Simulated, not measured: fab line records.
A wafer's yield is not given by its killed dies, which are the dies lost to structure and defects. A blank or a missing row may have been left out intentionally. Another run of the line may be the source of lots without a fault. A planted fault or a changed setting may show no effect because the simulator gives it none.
Which tool did it?    flow gf180mcu    13 lots with 39 wafers sampled at 4 steps, on a route of 602 steps

## WHAT THE GAUGES READ, wafer by wafer
GF_POLY_GATE_OVL_MEAS_11.
lot   measured      on          POLY_GATE_OVL (nm)
L211  day 9 04:16   overlay-02  -2 -3 -5
L212  day 9 09:23   overlay-02  -5 -5 -12
L213  day 9 14:23   overlay-02  2 3 0
L214  day 10 00:41  overlay-01  -1 -9 -5
L215  day 10 08:19  overlay-01  -1 4 5
L216  day 10 11:39  overlay-02  2 -2 3
L222  day 12 10:29  overlay-02  -1 -4 -6
L224  day 13 05:59  overlay-01  -6 -1 0
L227  day 13 20:38  overlay-01  -7 -11 -7
L229  day 14 11:44  overlay-02  1 1 2
L231  day 15 07:53  overlay-01  -11 -6 1
L233  day 15 18:04  overlay-02  -1 -2 2
L234  day 16 01:20  overlay-01  -7 -4 -1

GF_HV_LDD_CD_MEAS_31 targets a cd of 400 nm.
lot   measured      on        cdNm (nm)
L211  day 11 12:42  cdSem-01  398.1 400.1 401.4
L212  day 11 16:10  cdSem-01  397.8 394.6 396.0
L213  day 11 22:48  cdSem-01  400.0 400.8 403.2
L214  day 12 11:13  cdSem-02  404.4 402.7 402.1
L215  day 12 18:39  cdSem-01  400.3 399.7 399.7
L216  day 12 22:21  cdSem-02  401.7 400.3 398.6
L222  day 15 00:52  cdSem-02  403.7 402.2 402.2
L224  day 16 00:04  cdSem-01  393.3 392.1 391.5
L227  day 16 17:34  cdSem-02  400.1 399.6 397.5
L229  day 17 09:24  cdSem-01  397.8 397.9 398.2
L231  day 18 06:13  cdSem-01  402.6 401.3 398.8
L233  day 18 15:36  cdSem-01  401.0 401.7 402.1
L234  day 18 23:07  cdSem-02  398.6 399.5 399.7

## TOOL THAT RAN EACH LOT (tool first, then ch and the chambers of the sampled wafers, then the start)
lot   GF_VT_IMPLANT_STRIP_20               GF_HV_LDD_DEVELOP_30
L211  plasmaAsher-02 ch 0,1, day 6 06:14   lithoTrack-01 ch 0, day 11 12:33
L212  plasmaAsher-04 ch 0,1, day 6 11:08   lithoTrack-01 ch 0, day 11 16:02
L213  plasmaAsher-01 ch 0,1, day 6 15:14   lithoTrack-02 ch 0, day 11 22:39
L214  plasmaAsher-04 ch 0, day 7 00:38     lithoTrack-02 ch 0, day 12 11:05
L215  plasmaAsher-01 ch 1, day 7 06:59     lithoTrack-01 ch 0, day 12 18:30
L216  plasmaAsher-01 ch 0,1, day 7 11:10   lithoTrack-04 ch 0, day 12 22:13
L222  plasmaAsher-02 ch 0,1, day 9 04:08   lithoTrack-04 ch 0, day 15 00:44
L224  plasmaAsher-01 ch 0,1, day 9 20:56   lithoTrack-02 ch 0, day 15 23:56
L227  plasmaAsher-04 ch 1, day 10 10:20    lithoTrack-04 ch 0, day 16 17:26
L229  plasmaAsher-01 ch 0,1, day 10 22:11  lithoTrack-04 ch 0, day 17 09:15
L231  plasmaAsher-02 ch 0,1, day 11 13:53  lithoTrack-04 ch 0, day 18 06:05
L233  plasmaAsher-01 ch 0, day 12 00:29    lithoTrack-04 ch 0, day 18 15:27
L234  plasmaAsher-02 ch 0,1, day 12 06:13  lithoTrack-04 ch 0, day 18 22:59
- GF_VT_IMPLANT_STRIP_20: strips in O2/N2.
- GF_HV_LDD_DEVELOP_30: develop time 60 s.

## WHAT THE TOOLS THEMSELVES READ (means of the sampled wafers that have a number; where no wafer has one, the mark that the record gives instead)
GF_VT_IMPLANT_STRIP_20.
lot   tool            chamberPressureMTorr (mTorr)  drypumpMotorCurrentA (A)  heaterPowerW (W)  oesProductAu (a.u.)  stripTimeToEndpointS (s)
L211  plasmaAsher-02  1499.5                        5.5                       325               0.718                12.66
L212  plasmaAsher-04  1499.1                        5.5                       310               0.717                12.60
L213  plasmaAsher-01  1499.6                        6.0                       354               0.713                12.68
L214  plasmaAsher-04  1500.5                        5.6                       368               0.715                12.68
L215  plasmaAsher-01  1498.0                        5.5                       316               0.713                12.64
L216  plasmaAsher-01  1501.6                        5.8                       330               0.716                12.62
L222  plasmaAsher-02  1498.7                        5.5                       330               0.716                12.65
L224  plasmaAsher-01  1499.2                        5.8                       326               0.717                12.63
L227  plasmaAsher-04  1501.1                        5.4                       282               0.715                12.66
L229  plasmaAsher-01  1499.6                        5.8                       326               0.717                12.67
L231  plasmaAsher-02  1499.7                        5.6                       323               0.714                12.64
L233  plasmaAsher-01  1500.6                        6.3                       372               0.713                12.67
L234  plasmaAsher-02  1500.2                        5.5                       320               0.715                12.57

GF_HV_LDD_DEVELOP_30.
lot   tool           resistLineTempC (C)
L211  lithoTrack-01  23.10
L212  lithoTrack-01  23.03
L213  lithoTrack-02  22.95
L214  lithoTrack-02  23.08
L215  lithoTrack-01  22.92
L216  lithoTrack-04  23.04
L222  lithoTrack-04  22.99
L224  lithoTrack-02  23.03
L227  lithoTrack-04  23.15
L229  lithoTrack-04  23.08
L231  lithoTrack-04  22.93
L233  lithoTrack-04  23.01
L234  lithoTrack-04  22.96

## THE ANSWER, worked out from the rows above alone
Rule: what is usual is taken from the lots themselves. The widest of any qualifying gaps counts: lots, ordered by their means at a reading, are off when they make up no more than a third of the lots, leave a main group of 4 or more, and stand apart from it by 3 or more times the standard deviation of that group's means. Not used: any main group whose means are identical at the precision the tables above print for the reading. Also off: a lot with no number at a reading for which 4 or more lots have one. Any other lot the step has rows for is counted as sound. First the gauges in route order, then the tools' own readings, where a lot's mean is used as printed above. The first step at which some lot is off is used, and at that step the reading that is off furthest; a lot without a number counts as furthest.
Across all readings shown, no lot is off: no conclusion can be drawn from this.

## WHAT THE SIMULATOR HAD INSERTED
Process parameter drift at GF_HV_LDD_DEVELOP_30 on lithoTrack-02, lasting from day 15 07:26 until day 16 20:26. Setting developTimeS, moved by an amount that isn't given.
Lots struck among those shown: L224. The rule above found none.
